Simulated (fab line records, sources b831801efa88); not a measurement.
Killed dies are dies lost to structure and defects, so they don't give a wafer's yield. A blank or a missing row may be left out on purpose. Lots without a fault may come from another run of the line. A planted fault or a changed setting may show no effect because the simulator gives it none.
Which tool did it? | flow gf180mcu | 11 lots, 33 wafers sampled, at 4 steps of a route of 602

WHAT THE GAUGES READ, wafer by wafer
GF_TOP_METAL_RS_MEAS_05: measures by four-point-probe.
lot  | measured     | on            | TOP_METAL_ALCU_RS (ohm/sq)
L974 | day 27 19:55 | film_metro-04 | 0.0329 0.0332 0.0332
L975 | day 28 07:38 | film_metro-02 | 0.0335 0.0331 0.0333
L978 | day 29 05:11 | film_metro-04 | 0.0330 0.0332 0.0331
L979 | day 29 11:50 | film_metro-01 | 0.0324 0.0323 0.0330
L980 | day 30 02:44 | film_metro-02 | 0.0328 0.0334 0.0332
L981 | day 30 18:28 | film_metro-04 | 0.0325 0.0569 0.0330 0.0326 0.0568 0.0330
L984 | day 31 03:46 | film_metro-04 | 0.0324 0.0576 0.0323 0.0324 0.0576 0.0323
L991 | day 32 17:26 | film_metro-01 | 0.0332 0.0333 0.0335
L992 | day 32 23:46 | film_metro-04 | 0.0330 0.0327 0.0335
L993 | day 33 06:26 | film_metro-04 | 0.0334 0.0330 0.0332
L994 | day 33 11:55 | film_metro-01 | 0.0331 0.0335 0.0330

WHICH TOOL RAN EACH LOT (tool, then ch and the chambers of the sampled wafers, then the start)
lot  | GF_MIM_SPUTTER_01            | GF_V5_ETCH_16                      | GF_TOP_METAL_SPUTTER_02
L974 | pvd_sputter-02, day 25 02:58 | rie_diel-03 ch 1,2,3, day 27 18:19 | pvd_sputter-01, day 27 19:50
L975 | pvd_sputter-04, day 25 15:12 | rie_diel-03 ch 0,1,3, day 28 06:01 | pvd_sputter-02, day 28 07:32
L978 | pvd_sputter-04, day 26 13:59 | rie_diel-03 ch 1,2, day 29 03:31   | pvd_sputter-01, day 29 05:04
L979 | pvd_sputter-02, day 26 21:45 | rie_diel-03 ch 1,2,3, day 29 10:10 | pvd_sputter-01, day 29 11:41
L980 | pvd_sputter-03, day 27 13:29 | rie_diel-01 ch 0,1, day 30 01:07   | pvd_sputter-02, day 30 02:38
L981 | pvd_sputter-04, day 28 07:08 | rie_diel-03 ch 2,3, day 30 16:31   | pvd_sputter-01, day 30 18:22
L984 | pvd_sputter-02, day 28 16:14 | rie_diel-01 ch 1,3, day 31 02:00   | pvd_sputter-01, day 31 03:38
L991 | pvd_sputter-02, day 30 08:58 | rie_diel-02 ch 0,3, day 32 15:48   | pvd_sputter-02, day 32 17:21
L992 | pvd_sputter-02, day 30 16:26 | rie_diel-01 ch 0,1,3, day 32 22:06 | pvd_sputter-02, day 32 23:41
L993 | pvd_sputter-03, day 30 23:38 | rie_diel-01 ch 1,2,3, day 33 04:49 | pvd_sputter-03, day 33 06:22
L994 | pvd_sputter-03, day 31 06:29 | rie_diel-01 ch 1,2,3, day 33 10:13 | pvd_sputter-02, day 33 11:49
- GF_MIM_SPUTTER_01: material TiN, target thk 30 nm, time 25 s.
- GF_V5_ETCH_16: etches BARC in N2/H2.
- GF_TOP_METAL_SPUTTER_02: material AlCu, target thk 900 nm, time 47.82 s.

THE ANSWER, worked out from the rows above alone
Rule: what is usual is taken from the lots themselves. Put in order of their means at a reading, lots are off if they are a third of the lots or fewer, leave a main group of 4 or more, and stand apart from it by a gap of 3 or more times the standard deviation of the main group's means; of several such gaps the widest counts. A main group whose means are all the same, to the digits that the tables above print for the reading, isn't used. A lot without any number at a reading at which 4 lots or more have one is off too. The other lots that the step has rows for count as sound.
Off: L981, L984, at GF_TOP_METAL_RS_MEAS_05 (TOP_METAL_ALCU_RS). The main group: mean 0.0331 ohm/sq, standard deviation 0.00021.
A tool fits if, at a process step before that reading, it ran every lot that is off, and no sound lot after the first of them. The gauges at GF_TOP_METAL_RS_MEAS_05 are tried like those tools. One fits: pvd_sputter-01 at GF_TOP_METAL_SPUTTER_02. Its last sound lot is L979 (day 29 11:41), its first lot that is off L981 (day 30 18:22): a fault that began between those two fits.

WHAT THE SIMULATOR HAD PUT IN
Process parameter drift: pvd_sputter-01, from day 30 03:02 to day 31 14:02, at GF_TOP_METAL_SPUTTER_02. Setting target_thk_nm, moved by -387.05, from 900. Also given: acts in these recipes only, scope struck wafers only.
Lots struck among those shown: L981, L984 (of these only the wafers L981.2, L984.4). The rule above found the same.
